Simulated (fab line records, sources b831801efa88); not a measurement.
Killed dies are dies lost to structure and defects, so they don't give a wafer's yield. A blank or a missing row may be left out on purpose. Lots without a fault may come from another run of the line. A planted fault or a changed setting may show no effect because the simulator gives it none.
Which tool did it? | flow gf180mcu | 13 lots, 39 wafers sampled, at 5 steps of a route of 602

WHAT THE GAUGES READ, wafer by wafer
GF_DUAL_GATE_THK_MEAS_03. Usual: DUAL_GATE_OXIDATION_00_THK 10.85 nm, standard deviation 0.22.
lot  | measured     | on            | DUAL_GATE_OXIDATION_00_THK (nm) | flag
L989 | day 8 02:56  | film_metro-03 | 10.87 11.00 10.90               |
L990 | day 8 04:21  | film_metro-03 | 10.80 10.92 10.94               |
L995 | day 9 07:52  | film_metro-01 | 12.12 12.14 12.07               | OFF
L998 | day 10 12:01 | film_metro-03 | 11.95 11.86 11.90               | OFF
L101 | day 11 03:43 | film_metro-02 | 11.14 11.28 11.09               |
L102 | day 11 12:38 | film_metro-02 | 10.78 10.75 10.65               |
L104 | day 11 20:02 | film_metro-02 | 10.54 10.56 10.53               |
L105 | day 12 00:17 | film_metro-03 | 10.37 10.56 10.30               |
L108 | day 13 01:55 | film_metro-03 | 10.78 10.93 10.91               |
L109 | day 13 07:17 | film_metro-02 | 10.90 10.89 11.01               |
L110 | day 13 15:00 | film_metro-03 | 11.21 11.09 11.02               |
L111 | day 13 21:58 | film_metro-02 | 10.87 10.98 11.08               |
L112 | day 14 03:08 | film_metro-02 | 11.03 11.02 11.08               |

GF_M4_RS_MEAS_05: measures by four-point-probe. Usual: M4_ALCU_RS 0.0697 ohm/sq, standard deviation 0.00077.
lot  | measured     | on            | M4_ALCU_RS (ohm/sq)  | flag
L989 | day 23 03:19 | film_metro-01 | 0.0688 0.0697 0.0693 |
L990 | day 23 03:33 | film_metro-04 | 0.0708 0.0710 0.0704 |
L995 | day 24 17:33 | film_metro-04 | 0.0700 0.0702 0.0702 |
L998 | day 26 05:48 | film_metro-01 | 0.0699 0.0695 0.0693 |
L101 | day 26 19:45 | film_metro-04 | 0.0691 0.0683 0.0678 |
L102 | day 27 04:48 | film_metro-03 | 0.0695 0.0688 0.0686 |
L104 | day 27 12:55 | film_metro-03 | 0.0695 0.0696 0.0702 |
L105 | day 27 18:44 | film_metro-03 | 0.0701 0.0703 0.0703 |
L108 | day 28 22:38 | film_metro-04 | 0.0701 0.0692 0.0696 |
L109 | day 29 02:20 | film_metro-01 | 0.0706 0.0695 0.0694 |
L110 | day 29 09:17 | film_metro-04 | 0.0695 0.0691 0.0698 |
L111 | day 29 15:35 | film_metro-03 | 0.0702 0.0704 0.0699 |
L112 | day 29 19:41 | film_metro-03 | 0.0689 0.0697 0.0684 |

GF_M4_CD_MEAS_14: target cd 280 nm. Usual: cd_nm 279.9 nm, standard deviation 1.3.
lot  | measured     | on        | cd_nm (nm)        | flag
L989 | day 24 01:35 | cd_sem-01 | 280.6 279.4 280.2 |
L990 | day 24 01:53 | cd_sem-02 | 279.1 278.9 279.2 |
L995 | day 25 15:22 | cd_sem-01 | 282.5 282.1 282.7 |
L998 | day 27 01:53 | cd_sem-01 | 281.5 281.3 280.0 |
L101 | day 27 15:22 | cd_sem-01 | 279.3 278.4 278.3 |
L102 | day 28 01:05 | cd_sem-01 | 278.6 279.4 279.5 |
L104 | day 28 09:28 | cd_sem-01 | 280.1 279.5 278.7 |
L105 | day 28 14:58 | cd_sem-02 | 280.9 280.3 280.1 |
L108 | day 29 17:07 | cd_sem-01 | 278.6 279.0 278.4 |
L109 | day 29 21:28 | cd_sem-01 | 280.4 280.8 281.0 |
L110 | day 30 04:37 | cd_sem-01 | 277.7 278.7 278.7 |
L111 | day 30 10:17 | cd_sem-01 | 280.6 279.6 279.4 |
L112 | day 30 14:31 | cd_sem-01 | 280.0 280.4 281.3 |

WHICH TOOL RAN EACH LOT (tool, then ch and the chambers of the sampled wafers, then the start)
lot  | GF_DUAL_GATE_OXIDATION_02     | GF_V2_CVD_23
L989 | furnace-01 ch 0, day 8 01:28  | cvd_w-01 ch 0,1, day 21 00:37
L990 | furnace-01 ch 0, day 8 02:55  | cvd_w-02 ch 0,1, day 21 01:16
L995 | furnace-01 ch 0, day 9 06:26  | cvd_w-01 ch 0,1, day 22 16:32
L998 | furnace-01 ch 0, day 10 10:34 | cvd_w-01 ch 0,1, day 24 06:33
L101 | furnace-02 ch 0, day 11 02:17 | cvd_w-02 ch 1, day 24 22:23
L102 | furnace-02 ch 0, day 11 11:11 | cvd_w-01 ch 0,1, day 25 07:50
L104 | furnace-02 ch 0, day 11 18:35 | cvd_w-01 ch 0,1, day 25 16:01
L105 | furnace-02 ch 0, day 11 22:50 | cvd_w-02 ch 0,1, day 25 21:42
L108 | furnace-02 ch 0, day 13 00:28 | cvd_w-02 ch 0,1, day 27 03:35
L109 | furnace-02 ch 0, day 13 05:50 | cvd_w-02 ch 0,1, day 27 05:47
L110 | furnace-02 ch 0, day 13 13:34 | cvd_w-02 ch 0,1, day 27 12:28
L111 | furnace-01 ch 0, day 13 20:31 | cvd_w-02 ch 0, day 27 19:41
L112 | furnace-02 ch 0, day 14 01:41 | cvd_w-01 ch 0,1, day 28 00:34
- GF_DUAL_GATE_OXIDATION_02: stabilise 600 s, purge 300 s, target thk 10.887 nm.
- GF_V2_CVD_23: deposits W, target thk 350 nm, time 104.94 s.

WHAT THE TOOLS THEMSELVES READ (means of the sampled wafers that have a number; where no wafer has one, the mark that the record gives instead)
GF_DUAL_GATE_OXIDATION_02. Usual: spike_tc_bottom_C 916.2 C, standard deviation 1.2; spike_tc_centre_C 901.3 C, standard deviation 0.94; spike_tc_lower_C 900.4 C, standard deviation 1.1; spike_tc_top_C 912.0 C, standard deviation 1.1; spike_tc_upper_C 900.2 C, standard deviation 1.7; zone_power_centre_pct 19.0 %, standard deviation 2.2.
lot  | tool       | spike_tc_bottom_C (C) | spike_tc_centre_C (C) | spike_tc_lower_C (C) | spike_tc_top_C (C) | spike_tc_upper_C (C) | zone_power_centre_pct (%) | flag
L989 | furnace-01 | 915.5                 | 900.3                 | 899.3                | 912.9              | 898.2                | 16.0                      |
L990 | furnace-01 | 914.7                 | 901.5                 | 899.3                | 913.9              | 898.5                | 15.7                      |
L995 | furnace-01 | 924.7                 | 910.0                 | 908.0                | 921.9              | 906.8                | 16.3                      | OFF
L998 | furnace-01 | 923.3                 | 910.3                 | 908.2                | 921.2              | 907.1                | 16.1                      | OFF
L101 | furnace-02 | 916.6                 | 900.9                 | 900.3                | 910.0              | 900.4                | 20.6                      |
L102 | furnace-02 | 916.7                 | 901.9                 | 899.9                | 911.5              | 901.1                | 20.5                      |
L104 | furnace-02 | 916.9                 | 900.9                 | 901.6                | 911.6              | 901.0                | 20.5                      |
L105 | furnace-02 | 916.4                 | 900.8                 | 900.2                | 911.3              | 901.3                | 20.5                      |
L108 | furnace-02 | 916.3                 | 900.8                 | 901.2                | 911.4              | 901.5                | 20.6                      |
L109 | furnace-02 | 916.0                 | 901.0                 | 900.2                | 912.2              | 900.6                | 20.4                      |
L110 | furnace-02 | 916.6                 | 901.8                 | 900.8                | 912.4              | 900.9                | 20.6                      |
L111 | furnace-01 | 915.5                 | 901.0                 | 899.7                | 912.6              | 898.6                | 15.9                      |
L112 | furnace-02 | 916.9                 | 902.4                 | 900.8                | 911.5              | 901.2                | 20.3                      |

GF_V2_CVD_23. Usual: chamber_pressure_Torr 39.99 Torr, standard deviation 0.086; heater_power_w 771 W, standard deviation 37.
lot  | tool     | chamber_pressure_Torr (Torr) | heater_power_w (W) | flag
L989 | cvd_w-01 | 40.02                        | 772                |
L990 | cvd_w-02 | 39.99                        | 772                |
L995 | cvd_w-01 | 40.08                        | 801                |
L998 | cvd_w-01 | 40.10                        | 756                |
L101 | cvd_w-02 | 39.98                        | 737                |
L102 | cvd_w-01 | 40.01                        | 770                |
L104 | cvd_w-01 | 39.98                        | 802                |
L105 | cvd_w-02 | 40.05                        | 759                |
L108 | cvd_w-02 | 40.01                        | 752                |
L109 | cvd_w-02 | 39.95                        | 752                |
L110 | cvd_w-02 | 39.95                        | 750                |
L111 | cvd_w-02 | 39.98                        | 787                |
L112 | cvd_w-01 | 40.07                        | 798                |

THE ANSWER, worked out from the rows above alone
Rule: a lot is off if the mean of its wafers that have a number lies more than 3 standard deviations from the usual mean. A lot without any number at a reading at which 4 lots or more have one is off too. The other lots that the step has rows for count as sound. The gauges are gone through in route order, then the tools' own readings, and for those a lot's mean is taken as printed above. The first step at which some lot is off is used, and at that step the reading that is off furthest; a lot without a number counts as furthest.
Off: L995, L998, at GF_DUAL_GATE_THK_MEAS_03 (DUAL_GATE_OXIDATION_00_THK).
A tool fits if, at a process step before that reading, it ran every lot that is off, and no sound lot after the first of them. The gauges at GF_DUAL_GATE_THK_MEAS_03 aren't tried: what is off there is off at GF_DUAL_GATE_OXIDATION_02 too, on other tools, and a gauge's error can't cause that. None of those tried fits.

WHAT THE SIMULATOR HAD PUT IN
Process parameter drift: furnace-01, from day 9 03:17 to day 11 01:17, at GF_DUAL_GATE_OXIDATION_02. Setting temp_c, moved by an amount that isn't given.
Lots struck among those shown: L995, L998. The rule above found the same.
